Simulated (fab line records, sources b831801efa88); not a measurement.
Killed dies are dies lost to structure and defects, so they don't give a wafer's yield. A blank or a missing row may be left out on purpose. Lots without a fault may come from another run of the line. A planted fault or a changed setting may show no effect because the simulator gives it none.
One fault seen from 2 desks | flow gf180mcu | each desk has only its own numbers; what lay behind them comes last

THE METROLOGY DESK
What the gauges read, lot by lot, whatever tool the lot ran on: means of the sampled wafers that have a number. A lot is out of limits, marked OUT, if its mean lies more than 4 standard deviations from the usual mean; the brackets give that distance.
Columns: A = POLY_GATE_CVD_00_THK at GF_POLY_GATE_THK_MEAS_01, usual 200.5 nm; B = cd_nm at GF_POLY_GATE_CD_MEAS_10, usual 280.0 nm
lot  | first seen here | A     | B
L477 | day 10 01:56    | 199.6 | 280.5
L479 | day 10 21:18    | 202.1 | 278.9
L480 | day 11 10:38    | 201.4 | 279.7
L485 | day 12 21:25    | 198.7 | 279.1
L487 | day 13 09:59    | 201.0 | -
L486 | day 13 11:49    | 203.0 | -
This desk's finding: nothing out of limits on any of the 6 lots.

THE TOOL OWNER'S DESK: litho_track-02
The tool's own readings at GF_POLY_GATE_DEVELOP_09 (develop time 60 s): means of the sampled wafers that have a number, for each lot that ran on this tool. A lot is out of limits, marked OUT, if its mean lies more than 4 standard deviations from the usual mean; the brackets give that distance.
Columns: A = chill_plate_temp_C at GF_POLY_GATE_DEVELOP_09, usual 22.99 C; B = developer_temp_C at GF_POLY_GATE_DEVELOP_09, usual 20.99 C
lot  | first seen here | A     | B
L479 | day 11 15:47    | 22.99 | 21.09
This desk's finding: nothing out of limits on the one lot.

PUT TOGETHER
The metrology desk saw nothing out of limits.
The tool owner's desk saw nothing out of limits.

WHAT THE SIMULATOR HAD PUT IN
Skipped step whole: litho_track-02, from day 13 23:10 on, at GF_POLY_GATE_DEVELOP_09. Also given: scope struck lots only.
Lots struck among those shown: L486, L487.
